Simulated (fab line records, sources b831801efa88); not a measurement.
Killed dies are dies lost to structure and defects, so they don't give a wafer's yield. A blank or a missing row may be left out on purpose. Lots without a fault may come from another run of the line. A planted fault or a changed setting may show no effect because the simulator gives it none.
Tool commonality check | flow gf180mcu | 14 lots, 42 wafers sampled

WHY IT WAS OPENED
At GF_HV_LDD_TW_MEAS_50 the reading HV_LDD_4_TW is flagged on 2 of 14 lots. Wafers without a fault read 571, standard deviation 3.7.
Rule: a lot is flagged when every wafer of it that has a number lies more than 4 standard deviations from that mean, or none has a number. The other lots count as sound.

lot  | measured     | on            | HV_LDD_4_TW, wafer by wafer | flag
L758 | day 12 08:21 | film_metro-01 | 574 573 573                 |
L760 | day 13 00:26 | film_metro-01 | 573 572 573                 |
L761 | day 13 09:28 | film_metro-03 | 564 567 567                 |
L762 | day 13 17:08 | film_metro-01 | 571 576 571                 |
L763 | day 14 03:34 | film_metro-01 | 576 579 574                 |
L764 | day 14 12:41 | film_metro-04 | 565 567 568                 |
L765 | day 14 20:33 | film_metro-04 | 565 570 570                 |
L767 | day 15 10:44 | film_metro-01 | 577 574 576                 |
L770 | day 16 16:10 | film_metro-04 | 569 568 569                 |
L771 | day 16 20:56 | film_metro-03 | 566 570 567                 |
L778 | day 19 05:02 | film_metro-04 | 568 568 567                 |
L779 | day 19 12:37 | film_metro-04 | 532 533 534                 | FLAGGED
L780 | day 19 18:32 | film_metro-03 | 571 570 572                 |
L781 | day 20 01:19 | film_metro-01 | 535 533 531                 | FLAGGED
The numbers of the flagged lots are 533 on average: -38 against the usual, or -10 standard deviations.

WHICH TOOL RAN EACH LOT
The record holds 1 process step before the reading, out of a route of 602 steps. In each cell: the tool, then ch and the chambers that the sampled wafers went through, then the start.
lot  | flag    | GF_HV_LDD_IMPLANT_48
L758 |         | implanter-01 ch 0, day 12 08:06
L760 |         | implanter-03 ch 0, day 13 00:12
L761 |         | implanter-03 ch 0, day 13 09:13
L762 |         | implanter-01 ch 0, day 13 16:53
L763 |         | implanter-04 ch 0, day 14 03:21
L764 |         | implanter-03 ch 0, day 14 12:26
L765 |         | implanter-01 ch 0, day 14 20:19
L767 |         | implanter-01 ch 0, day 15 10:29
L770 |         | implanter-04 ch 0, day 16 15:55
L771 |         | implanter-04 ch 0, day 16 20:41
L778 |         | implanter-03 ch 0, day 19 04:47
L779 | FLAGGED | implanter-01 ch 0, day 19 12:23
L780 |         | implanter-03 ch 0, day 19 18:18
L781 | FLAGGED | implanter-01 ch 0, day 20 01:04
What these steps do:
- GF_HV_LDD_IMPLANT_48
- GF_HV_LDD_TW_MEAS_50

FLAGGED OVER TOTAL, TOOL BY TOOL (the gauges that took the reading come last)
step                 | tool          | lots run | flagged | share of the flagged lots | sound lots run after its first flagged lot
GF_HV_LDD_IMPLANT_48 | implanter-01  | 6        | 2       | all                       | 0
GF_HV_LDD_IMPLANT_48 | implanter-03  | 5        | 0       | none                      | -
GF_HV_LDD_IMPLANT_48 | implanter-04  | 3        | 0       | none                      | -
GF_HV_LDD_TW_MEAS_50 | film_metro-01 | 6        | 1       | some                      | 0
GF_HV_LDD_TW_MEAS_50 | film_metro-03 | 3        | 0       | none                      | -
GF_HV_LDD_TW_MEAS_50 | film_metro-04 | 5        | 1       | some                      | 0

WHAT THE TABLE ALLOWS
1 row of the table ran every flagged lot: implanter-01 at GF_HV_LDD_IMPLANT_48.
- implanter-01 at GF_HV_LDD_IMPLANT_48: 2 of its 6 lots flagged. Its last sound lot is L767 (day 15 10:29), its first flagged lot L779 (day 19 12:23): a fault that began between those two fits. Its own readings lie more than 4 standard deviations out on every wafer of the flagged lots: beam_energy_keV.
One tool is left: implanter-01 at GF_HV_LDD_IMPLANT_48.

WHAT THE SIMULATOR HAD PUT IN
Process parameter drift: implanter-01, from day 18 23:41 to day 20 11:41, at GF_HV_LDD_IMPLANT_48. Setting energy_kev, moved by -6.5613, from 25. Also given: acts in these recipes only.
Lots struck among those shown: L779, L781. The rule above found the same.
